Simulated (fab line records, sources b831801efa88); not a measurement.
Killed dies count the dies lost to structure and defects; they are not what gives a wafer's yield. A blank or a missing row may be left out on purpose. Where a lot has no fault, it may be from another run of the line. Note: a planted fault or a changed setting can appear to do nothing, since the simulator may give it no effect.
Chamber matching + flow gf180mcu + GF_V3_CVD_02 on pecvd-04 has 3 sister chambers
The step deposits SiO2 from TEOS, target thk 850 nm, time 94.851 s. 39 wafers are shown with their chamber, then 12 later ones without.

== EACH WAFER AND ITS CHAMBER ==
| wafer  | chamber | heaterPowerW (W) |
|--------|---------|------------------|
| L075.2 | 0       | 805              |
| L075.4 | 2       | 672              |
| L075.5 | 0       | 832              |
| L076.3 | 2       | 678              |
| L076.5 | 1       | 552              |
| L076.6 | 2       | 724              |
| L078.2 | 2       | 699              |
| L078.3 | 0       | 789              |
| L078.6 | 2       | 563              |
| L079.3 | 2       | 637              |
| L079.5 | 0       | 848              |
| L079.6 | 2       | 676              |
| L080.2 | 2       | 665              |
| L080.4 | 0       | 737              |
| L080.5 | 1       | 447              |
| L085.2 | 1       | 484              |
| L085.3 | 2       | 561              |
| L085.6 | 0       | 823              |
| L086.1 | 1       | 504              |
| L086.2 | 2       | 665              |
| L086.5 | 2       | 692              |
| L088.1 | 0       | 810              |
| L088.2 | 2       | 637              |
| L088.3 | 1       | 489              |
| L088.4 | 1       | 536              |
| L088.5 | 0       | 662              |
| L088.6 | 2       | 666              |
| L091.1 | 2       | 599              |
| L091.2 | 1       | 488              |
| L091.3 | 0       | 791              |
| L091.4 | 2       | 654              |
| L091.5 | 0       | 814              |
| L091.6 | 1       | 541              |
| L092.1 | 0       | 832              |
| L092.2 | 1       | 564              |
| L092.3 | 2       | 715              |
| L092.4 | 1       | 451              |
| L092.5 | 2       | 564              |
| L092.6 | 0       | 674              |

SIGNATURES (means of the wafers above)
| reading      | chamber 0 | chamber 1 | chamber 2 | scatter within a chamber |
|--------------|-----------|-----------|-----------|--------------------------|
| heaterPowerW | 784.75    | 505.60    | 651.00    | 52.5                     |
Rule: a wafer lies at a distance from a chamber equal to the root of the sum of squares, over the readings, of (its reading less the chamber's mean, divided by the reading's scatter). If the next closest chamber is less than 2 further off than the closest, the wafer can't be placed; otherwise it belongs to the closest. The scatter is the square root of a quotient: the sum, over the shown wafers, of each reading's squared deviation from its chamber's mean, divided by wafers minus chambers.

== WAFERS WITHOUT THEIR CHAMBER ==
| wafer  | heaterPowerW (W) |
|--------|------------------|
| L093.1 | 482              |
| L093.3 | 747              |
| L093.6 | 556              |
| L094.2 | 843              |
| L094.4 | 661              |
| L094.5 | 704              |
| L095.2 | 540              |
| L095.3 | 688              |
| L095.4 | 558              |
| L097.4 | 571              |
| L097.5 | 704              |
| L097.6 | 751              |

== EACH ONE'S CHAMBER ==
| wafer  | from the rows above     | in truth                   |
|--------|-------------------------|----------------------------|
| L093.1 | 1                       | 1                          |
| L093.3 | can't be placed: 0 or 2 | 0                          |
| L093.6 | can't be placed: 1 or 2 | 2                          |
| L094.2 | 0                       | 0                          |
| L094.4 | 2                       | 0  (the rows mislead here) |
| L094.5 | can't be placed: 2 or 0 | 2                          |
| L095.2 | can't be placed: 1 or 2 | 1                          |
| L095.3 | can't be placed: 2 or 0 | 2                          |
| L095.4 | can't be placed: 1 or 2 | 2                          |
| L097.4 | can't be placed: 1 or 2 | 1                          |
| L097.5 | can't be placed: 2 or 0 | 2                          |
| L097.6 | can't be placed: 0 or 2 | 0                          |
Correctly placed: 2 of 12. Cannot be placed on the basis of these rows: 9; the candidates contain the true chamber in 9. Placed wrongly: 1.
